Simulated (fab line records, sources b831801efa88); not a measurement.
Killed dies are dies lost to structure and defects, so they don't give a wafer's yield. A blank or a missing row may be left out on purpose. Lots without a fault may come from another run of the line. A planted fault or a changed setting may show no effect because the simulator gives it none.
fab line records | flow gf180mcu
record lots=5 wafers=15 last_day=33
route steps=602 shown SALICIDE@285 CONTACT@287 M1@315
lots that met no fault: from a run of the same line without faults
start_h: hours from the record's first day to the start of the lot's first wafer shown | wait_h: hours since the lot's step before | " the same as in the row above | L1.1+2: a row that stands for several wafers | - no value, or no start given | * or withheld: withheld | < > ~ a bound
route shown NAME@n: a module of which the file shows steps, and the number in the route of the first | usual: mean/standard deviation of fault-free wafers | same: alike in all rows | chamber/n: place in a boat | sites: the reading at each site | _std_site: their standard deviation | _edge_site: outer sites' mean less inner sites' | radius_mm: how far each site lies from the wafer's centre | mask NAME#n: copy n | behind: the tool/chamber that last shaped the wafer | hold: why the lot was held/for how many hours/how that ended | device: the transistor (n, p or np) that didn't switch | end of line: the same wafers' tests at the end of the route | a step without rows: its recipe alone | killed: dies lost to structure and defects at the first sort, not the wafer's yield | map: a wafer's dies, x killed, . not, _ none there
set.NAME: the setting as run; set.NAME@STEP: as run at that earlier step | model.NAME: the simulator's own value behind a step, which no gauge read
lots at some steps of the route; a table a step, a row a wafer
services: from which hour (start_h, from the record's first day; less than 0 if before it) a tool's chamber was out of use, for how many hours, and why
## steps
# step GF_SALICIDE_WET_ETCH_07
# recipe chemistry=SPM target_depth_nm=120 dry=n2_spin
# columns lot.wafer tool chamber start_h wait_h
L077.3+4+5 wet_bench-01 0 361.60 0.1
L082.1+2+4 wet_bench-01 0 410.47 0.1
L086.1+2+3 wet_bench-03 1 449.53 0.1
L091.1+2+4 wet_bench-02 0 489.08 0.1
L093.3+5+6 wet_bench-02 2 515.03 0.1
# step GF_SALICIDE_RTA_08
# recipe temp_c=800 time_s=30 ambient=N2
# usual lamp_power_pct=19.22/0.29 wafer_temp_C_max=804.3/1.5
# columns lot.wafer tool chamber start_h wait_h lamp_power_pct wafer_temp_C_max
L077.3 rtp_anneal-01 0 361.72 0.0 19.57 804.9
L077.4 " 0 " " 19.56 805.7
L077.5 " 0 " " 19.58 804.7
L082.1 rtp_anneal-02 0 410.57 0.0 19.02 803.3
L082.2 " 0 " " 19.00 803.0
L082.4 " 0 " " 18.99 803.3
L086.1 rtp_anneal-01 0 449.62 0.0 19.57 804.7
L086.2 " 0 " " 19.57 806.3
L086.3 " 0 " " 19.57 807.2
L091.1 rtp_anneal-01 0 489.18 0.0 19.56 804.7
L091.2 " 0 " " 19.55 806.2
L091.4 " 0 " " 19.54 807.1
L093.3 rtp_anneal-02 0 515.15 0.0 18.98 803.7
L093.5 " 0 " " 18.98 802.8
L093.6 " 0 " " 19.00 802.5
# step GF_CONTACT_CVD_00
# recipe material=SiO2 target_thk_nm=300 sigma_open_frac=0.3 temp_c=400 time_s=50 sih4_flow_sccm=60 pressure_mtorr=6
# columns lot.wafer tool chamber start_h wait_h
L077.3+4+5 hdpcvd-01 0,2,1 361.79 0.1
L082.1+2+4 hdpcvd-01 1,2,0 410.67 0.1
L086.1+2+3 hdpcvd-02 1,2,0 449.72 0.1
L091.1+2+4 hdpcvd-02 2,1,2 489.28 0.1
L093.3+5+6 hdpcvd-01 1,0,2 515.22 0.1
# step GF_CONTACT_THK_MEAS_01
# recipe reads=SiO2_of_CONTACT_CVD_00
# usual CONTACT_CVD_00_THK=300/3.2
# columns lot.wafer tool chamber start_h wait_h CONTACT_CVD_00_THK[nm]
L077.3 film_metro-02 - 361.85 0.0 303
L077.4 " - " " 299
L077.5 " - " " 296
L082.1 film_metro-02 - 410.73 0.0 300
L082.2 " - " " 300
L082.4 " - " " 304
L086.1 film_metro-04 - 449.76 0.0 302
L086.2 " - " " 291
L086.3 " - " " 297
L091.1 film_metro-02 - 489.33 0.0 299
L091.2 " - " " 303
L091.4 " - " " 299
L093.3 film_metro-02 - 515.28 0.0 300
L093.5 " - " " 302
L093.6 " - " " 301
# step GF_CONTACT_CVD_02
# recipe material=SiO2 target_thk_nm=860 precursor=TEOS temp_c=400 time_s=95.992 rf_w=600
# usual heater_power_w=640/120
# columns lot.wafer tool chamber start_h wait_h heater_power_w
L077.3 pecvd-03 0 361.89 0.0 560
L077.4 " 2 " " 614
L077.5 " 0 " " 633
L082.1 pecvd-04 2 410.79 0.1 902
L082.2 " 0 " " 568
L082.4 " 2 " " 729
L086.1 pecvd-02 1 449.82 0.1 621
L086.2 " 2 " " 601
L086.3 " 0 " " 516
L091.1 pecvd-04 2 489.39 0.1 795
L091.2 " 0 " " 579
L091.4 " 2 " " 845
L093.3 pecvd-02 0 515.32 0.0 520
L093.5 " 2 " " 703
L093.6 " 0 " " 401
# step GF_CONTACT_THK_MEAS_03
# recipe reads=SiO2_of_CONTACT_CVD_02
# usual CONTACT_CVD_02_THK=861/11
# columns lot.wafer tool chamber start_h wait_h CONTACT_CVD_02_THK[nm]
L077.3 film_metro-04 - 361.98 0.1 845
L077.4 " - " " 879
L077.5 " - " " 852
L082.1 film_metro-03 - 410.86 0.0 850
L082.2 " - " " 850
L082.4 " - " " 858
L086.1 film_metro-02 - 449.89 0.0 855
L086.2 " - " " 875
L086.3 " - " " 859
L091.1 film_metro-04 - 489.46 0.0 869
L091.2 " - " " 851
L091.4 " - " " 883
L093.3 film_metro-04 - 515.41 0.1 850
L093.5 " - " " 864
L093.6 " - " " 856
# step GF_CONTACT_CMP_04
# recipe material=SiO2 down_force_psi=4 platen_rpm=60 pad_velocity_m_s=0.94248
# usual motor_current_A=12.5/1.8 time_to_endpoint_s=111/6.5
# columns lot.wafer tool chamber start_h wait_h motor_current_A time_to_endpoint_s
L077.3 cmp-01 0 362.12 0.1 16.7 101
L077.4 " 1 " " 11.9 124
L077.5 " 3 " " 13.4 117
L082.2 cmp-02 1 411.05 0.2 11.9 106
L082.1 " 2 " " 11.2 106
L082.4 " 3 " " 11.1 109
L086.2 cmp-02 1 449.95 0.0 12.2 117
L086.1 " 2 " " 11.4 114
L086.3 " 0 " " 10.5 113
L091.4 cmp-02 0 489.52 0.0 10.6 119
L091.1 " 1 " " 11.6 114
L091.2 " 3 " " 11.0 105
L093.3 cmp-01 3 515.50 0.1 13.5 113
L093.6 " 2 " " 14.5 104
L093.5 " 3 " " 12.7 118
# step GF_CONTACT_BOW_MEAS_05
# recipe mode=bow
# usual CONTACT_BOW=65/6.3
# columns lot.wafer tool chamber start_h wait_h CONTACT_BOW[um]
L077.3 film_metro-02 - 362.36 0.2 68
L077.4 " - " " 63
L077.5 " - " " 69
L082.1 film_metro-04 - 411.35 0.2 61
L082.2 " - " " 61
L082.4 " - " " 57
L086.1 film_metro-04 - 450.25 0.2 61
L086.2 " - " " 69
L086.3 " - " " 64
L091.1 film_metro-02 - 489.82 0.2 76
L091.2 " - " " 80
L091.4 " - " " 66
L093.3 film_metro-04 - 515.79 0.2 66
L093.5 " - " " 57
L093.6 " - " " 59
# step GF_CONTACT_DEHYDRATE_06
# recipe temp_c=200 time_s=60
# usual plate_temp_C=200.02/0.16
# columns lot.wafer tool chamber start_h wait_h plate_temp_C
L077.3 litho_track-01 0 372.34 10.0 200.21
L077.4 " 0 " " 200.15
L077.5 " 0 " " 199.79
L082.1 litho_track-03 0 422.25 10.9 199.83
L082.2 " 0 " " 200.10
L082.4 " 0 " " 199.95
L086.1 litho_track-01 0 462.14 11.9 199.87
L086.2 " 0 " " 199.97
L086.3 " 0 " " 200.14
L091.1 litho_track-03 0 500.80 11.0 200.19
L091.2 " 0 " " 200.34
L091.4 " 0 " " 200.24
L093.3 litho_track-03 0 526.40 10.6 200.11
L093.5 " 0 " " 199.95
L093.6 " 0 " " 200.29
# step GF_CONTACT_HMDS_07
# recipe prime_time_s=60 prime_temp_c=120
# columns lot.wafer tool chamber start_h wait_h
L077.3+4+5 litho_track-01 0 372.49 0.1
L082.1+2+4 litho_track-03 0 422.40 0.1
L086.1+2+3 litho_track-01 0 462.29 0.1
L091.1+2+4 litho_track-03 0 500.95 0.1
L093.3+5+6 litho_track-03 0 526.55 0.1
# step GF_CONTACT_COAT_08
# recipe resist=BARC temp_c=withheld time_s=withheld spin_rpm=withheld resist_thk_nm=withheld
# columns lot.wafer tool chamber start_h wait_h
L077.3+4+5 litho_track-01 0 372.64 0.1
L082.1+2+4 litho_track-03 0 422.55 0.1
L086.1+2+3 litho_track-01 0 462.44 0.1
L091.1+2+4 litho_track-03 0 501.10 0.1
L093.3+5+6 litho_track-03 0 526.70 0.1
# step GF_CONTACT_COAT_09
# recipe resist=KrF spin_rpm=withheld resist_thk_nm=1000
# columns lot.wafer tool chamber start_h wait_h
L077.3+4+5 litho_track-01 0 - -
L082.1+2+4 litho_track-03 0 - -
L086.1+2+3 litho_track-01 0 - -
L091.1+2+4 litho_track-03 0 - -
L093.3+5+6 litho_track-03 0 - -
# step GF_CONTACT_SOFTBAKE_10
# recipe temp_c=130 time_s=60 resist=KrF
# usual plate_temp_C=130.04/0.12
# columns lot.wafer tool chamber start_h wait_h plate_temp_C
L077.3 litho_track-01 0 - - 129.93
L077.4 " 0 " " 129.94
L077.5 " 0 " " 129.97
L082.1 litho_track-03 0 - - 129.95
L082.2 " 0 " " 129.97
L082.4 " 0 " " 130.11
L086.1 litho_track-01 0 - - 130.13
L086.2 " 0 " " 130.09
L086.3 " 0 " " 129.87
L091.1 litho_track-03 0 - - 129.96
L091.2 " 0 " " 129.72
L091.4 " 0 " " 129.77
L093.3 litho_track-03 0 - - 130.03
L093.5 " 0 " " 129.99
L093.6 " 0 " " 130.20
# step GF_CONTACT_EXPOSE_11
# recipe mask_id=Contact target_cd_nm=220 na=0.68 source_shape=conventional sigma_outer=0.6 dose_mj=38
# columns lot.wafer tool chamber start_h wait_h mask
L077.3+4+5 krf_scanner-01 0 - - Contact#0
L082.1+2+4 krf_scanner-01 0 - - Contact#0
L086.1+2+3 krf_scanner-02 0 - - Contact#0
L091.1+2+4 krf_scanner-01 0 - - Contact#0
L093.3+5+6 krf_scanner-01 0 - - Contact#0
# step GF_CONTACT_PEB_12
# recipe peb_temp_c=135 peb_time_s=90 resist=KrF
# usual plate_temp_C=135.00/0.13
# columns lot.wafer tool chamber start_h wait_h plate_temp_C
L077.3 litho_track-03 0 - - 134.97
L077.4 " 0 " " 134.80
L077.5 " 0 " " 134.92
L082.1 litho_track-04 0 - - 134.88
L082.2 " 0 " " 135.04
L082.4 " 0 " " 135.01
L086.1 litho_track-04 0 - - 134.95
L086.2 " 0 " " 135.04
L086.3 " 0 " " 135.07
L091.1 litho_track-01 0 - - 135.07
L091.2 " 0 " " 134.94
L091.4 " 0 " " 135.01
L093.3 litho_track-01 0 - - 134.89
L093.5 " 0 " " 134.85
L093.6 " 0 " " 134.97
# step GF_CONTACT_DEVELOP_13
# recipe develop_time_s=60 resist=KrF dev_temp_c=21
# columns lot.wafer tool chamber start_h wait_h
L077.3+4+5 litho_track-03 0 384.15 0.1
L082.1+2+4 litho_track-04 0 434.42 0.2
L086.1+2+3 litho_track-04 0 474.22 0.2
L091.1+2+4 litho_track-01 0 513.39 0.2
L093.3+5+6 litho_track-01 0 538.54 0.1
# step GF_CONTACT_CD_MEAS_14
# recipe target_cd_nm=220
# usual cd_nm=220.2/1.4
# columns lot.wafer tool chamber start_h wait_h cd_nm
L077.3 cd_sem-02 - 384.29 0.1 220.1
L077.4 " - " " 220.9
L077.5 " - " " 220.9
L082.1 cd_sem-02 - 434.57 0.1 220.7
L082.2 " - " " 221.9
L082.4 " - " " 222.2
L086.1 cd_sem-02 - 474.37 0.1 219.0
L086.2 " - " " 218.8
L086.3 " - " " 220.2
L091.1 cd_sem-01 - 513.54 0.1 222.7
L091.2 " - " " 221.7
L091.4 " - " " 221.7
L093.3 cd_sem-01 - 538.68 0.1 220.5
L093.5 " - " " 219.1
L093.6 " - " " 219.4
# step GF_CONTACT_OVL_MEAS_15
# usual CONTACT_OVL=0/5.3
# columns lot.wafer tool chamber start_h wait_h CONTACT_OVL[nm]
L077.3 overlay-02 - 384.39 0.1 4
L077.4 " - " " -3
L077.5 " - " " 5
L082.1 overlay-02 - 434.69 0.1 6
L082.2 " - " " -1
L082.4 " - " " -7
L086.1 overlay-01 - 474.49 0.1 5
L086.2 " - " " 7
L086.3 " - " " 9
L091.1 overlay-01 - 513.66 0.1 3
L091.2 " - " " 13
L091.4 " - " " 11
L093.3 overlay-02 - 538.77 0.1 -3
L093.5 " - " " -11
L093.6 " - " " 1
# step GF_CONTACT_ETCH_16
# recipe chemistry=N2/H2 target_depth_a=withheld overetch_a=withheld time_s=withheld target=BARC ion_energy_ev=200 source_w=500 bias_w=100 pressure_mtorr=30 n2_flow_sccm=100 h2_flow_sccm=200
# usual drypump_motor_current_A=5.8/0.64 n2_flow_sccm=99.95/0.3 oes_product_au=0.855/0.0051 throttle_valve_pct=13.224/0.0095
# columns lot.wafer tool chamber start_h wait_h drypump_motor_current_A n2_flow_sccm oes_product_au throttle_valve_pct
L077.3 rie_diel-01 2 384.41 0.0 6.5 100.65 0.853 13.242
L077.4 " 3 " " 5.6 99.33 0.858 13.227
L077.5 " 0 " " 6.7 100.46 0.849 13.208
L082.1 rie_diel-02 2 434.73 0.0 6.0 100.17 0.862 13.224
L082.2 " 3 " " 5.1 99.92 0.851 13.212
L082.4 " 0 " " 6.4 99.81 0.853 13.228
L086.1 rie_diel-01 2 474.52 0.0 6.6 99.92 0.851 13.228
L086.2 " 3 " " 5.7 99.83 0.864 13.226
L086.3 " 0 " " 6.7 100.03 0.863 13.209
L091.1 rie_diel-04 0 513.69 0.0 6.0 99.51 0.857 13.218
L091.2 " 3 " " 5.1 99.79 0.856 13.231
L091.4 " 1 " " 5.9 99.95 0.862 13.214
L093.3 rie_diel-04 2 538.79 0.0 5.8 100.17 0.851 13.234
L093.5 " 2 " " 5.8 100.01 0.854 13.215
L093.6 " 3 " " 5.1 100.26 0.850 13.242
# step GF_CONTACT_ETCH_17
# recipe chemistry=C4F8/O2/Ar mask_material=KrF target=SiO2 stop_on=CoSi2 source_w=1500 bias_w=1200 pressure_mtorr=40 c4f8_flow_sccm=withheld O2_flow_sccm=6 Ar_flow_sccm=300 time_s=withheld target_depth_a=8600
# usual oes_product_au=0.814/0.0049
# columns lot.wafer tool chamber start_h wait_h oes_product_au
L077.3 rie_diel-01 2 - - 0.811
L077.4 " 3 " " 0.822
L077.5 " 0 " " 0.810
L082.1 rie_diel-02 2 - - 0.809
L082.2 " 3 " " 0.812
L082.4 " 0 " " 0.816
L086.1 rie_diel-01 2 - - 0.820
L086.2 " 3 " " 0.808
L086.3 " 0 " " 0.813
L091.1 rie_diel-04 0 - - 0.817
L091.2 " 3 " " 0.823
L091.4 " 1 " " 0.813
L093.3 rie_diel-04 2 - - 0.814
L093.5 " 2 " " 0.820
L093.6 " 3 " " 0.814
# step GF_CONTACT_STRIP_18
# recipe chemistry=O2/N2 power_w=1400 pressure_mtorr=1500 platen_temp_c=250 o2_flow_sccm=3000 n2_flow_sccm=300 overash_fraction=0.5
# usual drypump_motor_current_A=5.8/0.46 heater_power_w=326/36 n2_flow_sccm=300.1/0.92 oes_product_au=0.581/0.005
# columns lot.wafer tool chamber start_h wait_h drypump_motor_current_A heater_power_w n2_flow_sccm oes_product_au rf_hours_counter_h
L077.3 plasma_asher-01 1 384.61 - 5.7 306 300.8 0.585 -
L077.4 " 0 " " 5.6 303 300.0 0.570 -
L077.5 " 0 " " 5.6 291 300.6 0.582 -
L082.1 plasma_asher-02 1 434.89 - 5.6 368 300.7 0.582 69
L082.2 " 0 " " 6.4 364 300.1 0.582 69
L082.4 " 1 " " 5.6 371 299.6 0.579 -
L086.1 plasma_asher-02 0 474.69 - 6.4 363 301.6 0.583 73
L086.2 " 1 " " 5.7 368 299.6 0.583 73
L086.3 " 1 " " 5.7 373 301.9 0.587 -
L091.1 plasma_asher-01 1 513.86 - 5.7 304 300.8 0.574 43
L091.2 " 0 " " 5.5 294 300.6 0.585 43
L091.4 " 1 " " 5.7 306 300.6 0.582 -
L093.3 plasma_asher-02 0 538.99 - 6.3 367 300.4 0.592 -
L093.5 " 0 " " 6.3 362 301.5 0.582 -
L093.6 " 1 " " 5.6 370 299.8 0.575 -
# step GF_CONTACT_CLEAN_19
# recipe chemistry=SPM
# columns lot.wafer tool chamber start_h wait_h
L077.3+4+5 wet_bench-02 0 384.67 0.0
L082.1+2+4 wet_bench-04 1 434.99 0.1
L086.1+2+3 wet_bench-04 1 474.79 0.1
L091.1+2+4 wet_bench-01 2 513.96 0.1
L093.3+5+6 wet_bench-01 1 539.06 0.0
# step GF_CONTACT_CLEAN_20
# recipe chemistry=DIW
# columns lot.wafer tool chamber start_h wait_h
L077.3+4+5 wet_bench-04 1 384.76 0.0
L082.1+2+4 wet_bench-01 1 435.08 0.0
L086.1+2+3 wet_bench-02 2 474.88 0.0
L091.1+2+4 wet_bench-02 0 514.05 0.0
L093.3+5+6 wet_bench-02 1 539.15 0.0
# step GF_CONTACT_CLEAN_21
# recipe chemistry=dHF time_s=20 dilution=100:1 dry=ipa_marangoni
# columns lot.wafer tool chamber start_h wait_h
L077.3+4+5 wet_bench-01 0 384.86 0.0
L082.1+2+4 wet_bench-02 3 435.18 0.0
L086.1+2+3 wet_bench-04 1 474.97 0.0
L091.1+2+4 wet_bench-04 1 514.15 0.0
L093.3+5+6 wet_bench-04 1 539.33 0.0
# step GF_CONTACT_SPUTTER_22
# recipe material=Ti target_thk_nm=15 chamber_pressure_pa=5 power_w=2500 substrate_temp_c=200 time_s=80.02
# usual throttle_valve_pct=30.4/1
# columns lot.wafer tool chamber start_h wait_h throttle_valve_pct
L077.3 pvd_sputter-01 - 384.87 0.0 30.1
L077.4 " - " " 29.2
L077.5 " - " " 30.2
L082.1 pvd_sputter-03 - 435.20 0.0 30.6
L082.2 " - " " 30.3
L082.4 " - " " 31.3
L086.1 pvd_sputter-01 - 474.98 0.0 29.4
L086.2 " - " " 30.2
L086.3 " - " " 30.2
L091.1 pvd_sputter-02 - 514.16 0.0 30.7
L091.2 " - " " 28.7
L091.4 " - " " 33.2
L093.3 pvd_sputter-02 - 539.34 0.0 30.7
L093.5 " - " " 33.0
L093.6 " - " " 30.6
# step GF_CONTACT_SPUTTER_23
# recipe material=TiN target_thk_nm=10 chamber_pressure_pa=5 power_w=4000 time_s=40
# usual throttle_valve_pct=30.4/0.99
# columns lot.wafer tool chamber start_h wait_h throttle_valve_pct
L077.3 pvd_sputter-01 - 384.93 0.0 30.2
L077.4 " - " " 29.2
L077.5 " - " " 30.4
L082.1 pvd_sputter-03 - 435.26 0.0 31.0
L082.2 " - " " 30.6
L082.4 " - " " 31.3
L086.1 pvd_sputter-01 - 475.05 0.0 29.2
L086.2 " - " " 30.4
L086.3 " - " " 30.4
L091.1 pvd_sputter-02 - 514.22 0.0 30.7
L091.2 " - " " 29.2
L091.4 " - " " 32.9
L093.3 pvd_sputter-02 - 539.41 0.0 30.6
L093.5 " - " " 33.0
L093.6 " - " " 30.8
# step GF_CONTACT_CVD_24
# recipe material=W target_thk_nm=300 time_s=90.339 temp_c=400 pressure_torr=40
# usual heater_power_w=908/77
# columns lot.wafer tool chamber start_h wait_h heater_power_w
L077.3 cvd_w-01 0 385.00 0.1 817
L077.4 " 1 " " 1104
L077.5 " 1 " " 1102
L082.1 cvd_w-02 0 435.30 0.0 874
L082.2 " 1 " " 898
L082.4 " 0 " " 856
L086.1 cvd_w-02 1 475.08 0.0 880
L086.2 " 0 " " 884
L086.3 " 1 " " 905
L091.1 cvd_w-02 0 514.26 0.0 893
L091.2 " 1 " " 901
L091.4 " 1 " " 876
L093.3 cvd_w-02 1 539.48 0.1 876
L093.5 " 1 " " 894
L093.6 " 0 " " 894
# step GF_CONTACT_RS_MEAS_25
# recipe thk_meas_gauge=four-point-probe reads=W_of_CONTACT_CVD_24+TiN_of_CONTACT_SPUTTER_23+Ti_of_CONTACT_SPUTTER_22
# usual CONTACT_W_RS=0.380/0.0038
# columns lot.wafer tool chamber start_h wait_h CONTACT_W_RS[ohm/sq]
L077.3 film_metro-04 - 385.11 0.1 0.386
L077.4 " - " " 0.387
L077.5 " - " " 0.383
L082.1 film_metro-03 - 435.40 0.1 0.379
L082.2 " - " " 0.382
L082.4 " - " " 0.382
L086.1 film_metro-03 - 475.19 0.1 0.384
L086.2 " - " " 0.377
L086.3 " - " " 0.380
L091.1 film_metro-02 - 514.36 0.1 0.379
L091.2 " - " " 0.383
L091.4 " - " " 0.385
L093.3 film_metro-04 - 539.58 0.1 0.386
L093.5 " - " " 0.384
L093.6 " - " " 0.385
# step GF_CONTACT_THK_MEAS_26
# recipe thk_meas_gauge=xrf reads=W_of_CONTACT_CVD_24
# usual CONTACT_W_THK=307/3.7
# columns lot.wafer tool chamber start_h wait_h CONTACT_W_THK[nm]
L077.3 film_metro-04 - 385.21 0.1 305
L077.4 " - " " 304
L077.5 " - " " 307
L082.1 film_metro-03 - 435.52 0.1 303
L082.2 " - " " 300
L082.4 " - " " 300
L086.1 film_metro-03 - 475.31 0.1 306
L086.2 " - " " 309
L086.3 " - " " 309
L091.1 film_metro-02 - 514.48 0.1 308
L091.2 " - " " 303
L091.4 " - " " 304
L093.3 film_metro-04 - 539.68 0.1 299
L093.5 " - " " 303
L093.6 " - " " 301
# step GF_CONTACT_CMP_27
# recipe stop_on=SiO2 down_force_psi=3.5 platen_rpm=60 t_overpolish_s=15 target_thk_nm=0 pad_velocity_m_s=0.94248
# usual motor_current_A=12.0/1.8 overpolish_run_s=14.999/0.0092 time_to_endpoint_s=73/5
# columns lot.wafer tool chamber start_h wait_h motor_current_A overpolish_run_s time_to_endpoint_s
L077.3 cmp-01 2 385.30 0.1 13.7 14.992 69
L077.4 " 0 " " 15.1 15.017 70
L077.5 " 2 " " 13.3 14.985 70
L082.4 cmp-01 3 435.62 0.1 12.2 15.004 77
L082.1 " 0 " " 15.1 14.995 65
L082.2 " 2 " " 14.3 15.012 68
L086.2 cmp-02 3 475.37 0.0 10.2 14.996 74
L086.3 " 0 " " 9.7 15.004 77
L086.1 " 2 " " 9.4 14.995 77
L091.2 cmp-02 3 514.54 0.0 10.4 15.001 73
L091.1 " 1 " " 10.6 14.993 75
L091.4 " 2 " " 10.5 14.993 73
L093.3 cmp-01 3 539.82 0.1 11.7 15.019 71
L093.5 " 1 " " 11.5 15.015 76
L093.6 " 2 " " 13.8 14.997 64
# step GF_M1_SPUTTER_00
# recipe material=Ti target_thk_nm=37.5 arriving_ion_energy_ev=80 substrate_temp_c=200 chamber_pressure_pa=2 power_w=4000 time_s=150
# usual throttle_valve_pct=30.6/0.92
# columns lot.wafer tool chamber start_h wait_h throttle_valve_pct
L077.3 pvd_sputter-02 - 385.55 0.2 30.6
L077.4 " - " " 33.0
L077.5 " - " " 31.3
L082.1 pvd_sputter-02 - 435.92 0.2 31.2
L082.2 " - " " 29.0
L082.4 " - " " 30.7
L086.1 pvd_sputter-04 - 475.67 0.1 30.6
L086.2 " - " " 30.6
L086.3 " - " " 30.3
L091.1 pvd_sputter-01 - 514.84 0.1 29.3
L091.2 " - " " 30.1
L091.4 " - " " 30.3
L093.3 pvd_sputter-04 - 540.02 0.1 30.8
L093.5 " - " " 30.4
L093.6 " - " " 30.3
# step GF_M1_SPUTTER_01
# recipe material=TiN target_thk_nm=30 power_w=6500 time_s=25 chamber_pressure_pa=0.4
# usual throttle_valve_pct=30.5/0.93
# columns lot.wafer tool chamber start_h wait_h throttle_valve_pct
L077.3 pvd_sputter-02 - 385.65 0.1 30.5
L077.4 " - " " 32.9
L077.5 " - " " 31.1
L082.1 pvd_sputter-02 - 436.02 0.1 31.0
L082.2 " - " " 29.1
L082.4 " - " " 30.5
L086.1 pvd_sputter-04 - 475.77 0.1 30.6
L086.2 " - " " 30.7
L086.3 " - " " 30.5
L091.1 pvd_sputter-01 - 514.94 0.1 29.1
L091.2 " - " " 30.2
L091.4 " - " " 30.1
L093.3 pvd_sputter-04 - 540.12 0.1 30.6
L093.5 " - " " 30.7
L093.6 " - " " 30.1
# step GF_M1_SPUTTER_02
# recipe material=AlCu target_thk_nm=450 power_w=10600 time_s=23.9 chamber_pressure_pa=0.4
# usual throttle_valve_pct=30.6/0.96
# columns lot.wafer tool chamber start_h wait_h throttle_valve_pct
L077.3 pvd_sputter-02 - 385.68 0.0 30.4
L077.4 " - " " 33.2
L077.5 " - " " 31.1
L082.1 pvd_sputter-02 - 436.05 0.0 31.1
L082.2 " - " " 29.0
L082.4 " - " " 30.4
L086.1 pvd_sputter-04 - 475.80 0.0 30.5
L086.2 " - " " 31.0
L086.3 " - " " 30.0
L091.1 pvd_sputter-01 - 514.97 0.0 29.2
L091.2 " - " " 30.3
L091.4 " - " " 30.1
L093.3 pvd_sputter-04 - 540.16 0.0 30.8
L093.5 " - " " 30.5
L093.6 " - " " 30.4
# step GF_M1_SPUTTER_03
# recipe material=Ti target_thk_nm=10 substrate_temp_c=300 chamber_pressure_pa=0.3 power_w=3000 time_s=6.7
# usual throttle_valve_pct=30.6/0.93
# columns lot.wafer tool chamber start_h wait_h throttle_valve_pct
L077.3 pvd_sputter-02 - 385.71 0.0 30.6
L077.4 " - " " 32.8
L077.5 " - " " 31.0
L082.1 pvd_sputter-02 - 436.08 0.0 31.1
L082.2 " - " " 29.1
L082.4 " - " " 30.7
L086.1 pvd_sputter-04 - 475.83 0.0 30.6
L086.2 " - " " 30.6
L086.3 " - " " 30.4
L091.1 pvd_sputter-01 - 515.00 0.0 29.3
L091.2 " - " " 30.4
L091.4 " - " " 30.1
L093.3 pvd_sputter-04 - 540.19 0.0 30.6
L093.5 " - " " 30.4
L093.6 " - " " 30.3
# step GF_M1_SPUTTER_04
# recipe material=TiN target_thk_nm=50 power_w=6500 time_s=41.7 chamber_pressure_pa=0.4
# usual throttle_valve_pct=30.6/0.96
# columns lot.wafer tool chamber start_h wait_h throttle_valve_pct
L077.3 pvd_sputter-02 - 385.73 0.0 30.8
L077.4 " - " " 33.2
L077.5 " - " " 30.9
L082.1 pvd_sputter-02 - 436.10 0.0 31.3
L082.2 " - " " 29.3
L082.4 " - " " 30.5
L086.1 pvd_sputter-04 - 475.85 0.0 30.5
L086.2 " - " " 30.7
L086.3 " - " " 30.3
L091.1 pvd_sputter-01 - 515.02 0.0 28.9
L091.2 " - " " 30.2
L091.4 " - " " 30.2
L093.3 pvd_sputter-04 - 540.21 0.0 30.9
L093.5 " - " " 30.4
L093.6 " - " " 30.1
# step GF_M1_RS_MEAS_05
# recipe thk_meas_gauge=four-point-probe reads=TiN_of_M1_SPUTTER_04+Ti_of_M1_SPUTTER_03+AlCu_of_M1_SPUTTER_02+TiN_of_M1_SPUTTER_01+Ti_of_M1_SPUTTER_00
# usual M1_ALCU_RS=0.0695/0.00069
# columns lot.wafer tool chamber start_h wait_h M1_ALCU_RS[ohm/sq]
L077.3 film_metro-04 - 385.81 0.1 0.0695
L077.4 " - " " 0.0692
L077.5 " - " " 0.0685
L082.1 film_metro-03 - 436.14 0.0 0.0692
L082.2 " - " " 0.0694
L082.4 " - " " 0.0701
L086.1 film_metro-01 - 475.89 0.0 0.0688
L086.2 " - " " 0.0694
L086.3 " - " " 0.0699
L091.1 film_metro-04 - 515.06 0.0 0.0689
L091.2 " - " " 0.0683
L091.4 " - " " 0.0690
L093.3 film_metro-04 - 540.29 0.1 0.0696
L093.5 " - " " 0.0688
L093.6 " - " " 0.0696
# step GF_M1_THK_MEAS_06
# recipe thk_meas_gauge=xrf reads=AlCu_of_M1_SPUTTER_02
# usual M1_ALCU_THK=462/5
# columns lot.wafer tool chamber start_h wait_h M1_ALCU_THK[nm]
L077.3 film_metro-04 - 385.91 0.1 464
L077.4 " - " " 462
L077.5 " - " " 466
L082.1 film_metro-03 - 436.26 0.1 462
L082.2 " - " " 461
L082.4 " - " " 458
L086.1 film_metro-01 - 476.01 0.1 465
L086.2 " - " " 462
L086.3 " - " " 460
L091.1 film_metro-04 - 515.18 0.1 468
L091.2 " - " " 472
L091.4 " - " " 468
L093.3 film_metro-04 - 540.39 0.1 462
L093.5 " - " " 467
L093.6 " - " " 465
# step GF_M1_DEHYDRATE_07
# recipe temp_c=200 time_s=60
# usual plate_temp_C=199.97/0.15
# columns lot.wafer tool chamber start_h wait_h plate_temp_C
L077.3 litho_track-02 0 396.95 11.0 200.32
L077.4 " 0 " " 200.11
L077.5 " 0 " " 200.22
L082.1 litho_track-02 0 447.80 11.5 199.81
L082.2 " 0 " " 199.99
L082.4 " 0 " " 200.16
L086.1 litho_track-04 0 487.52 11.5 200.01
L086.2 " 0 " " 200.04
L086.3 " 0 " " 200.17
L091.1 litho_track-02 0 525.45 10.3 199.78
L091.2 " 0 " " 199.72
L091.4 " 0 " " 199.73
L093.3 litho_track-04 0 550.42 10.0 199.92
L093.5 " 0 " " 199.79
L093.6 " 0 " " 199.91
# step GF_M1_HMDS_08
# recipe prime_time_s=60 prime_temp_c=120
# columns lot.wafer tool chamber start_h wait_h
L077.3+4+5 litho_track-02 0 397.10 0.1
L082.1+2+4 litho_track-02 0 447.95 0.1
L086.1+2+3 litho_track-04 0 487.67 0.1
L091.1+2+4 litho_track-02 0 525.60 0.1
L093.3+5+6 litho_track-04 0 550.57 0.1
## services
# columns tool chamber start_h hours kind
krf_scanner-01 - 338.99 0.6 repair
wet_bench-01 - 343.96 0.6 repair
rie_diel-01 0 344.88 2.7 repair
rie_diel-04 - 358.34 14.6 pm
rie_diel-01 1 360.48 22.4 repair
rie_diel-04 1 378.72 4.8 repair
rie_diel-01 2 380.89 3.3 repair
krf_scanner-01 - 387.00 1.0 pm
cvd_w-02 - 388.22 0.6 repair
krf_scanner-01 - 405.79 0.8 pm
cmp-01 - 408.94 4.0 pm
pvd_sputter-01 - 417.97 0.7 repair
cmp-01 - 425.03 0.7 repair
cmp-02 - 429.32 1.4 repair
cvd_w-02 - 437.25 6.0 pm
krf_scanner-01 - 437.86 1.3 pm
krf_scanner-01 - 445.72 11.6 pm
krf_scanner-01 - 458.25 0.4 repair
cmp-01 - 464.46 4.7 pm
cmp-02 - 469.19 3.8 pm
rie_diel-01 1 470.03 8.1 repair
pvd_sputter-01 - 475.97 1.2 repair
pvd_sputter-02 - 522.09 0.9 repair
cmp-02 - 533.58 11.8 pm
## key
fault none
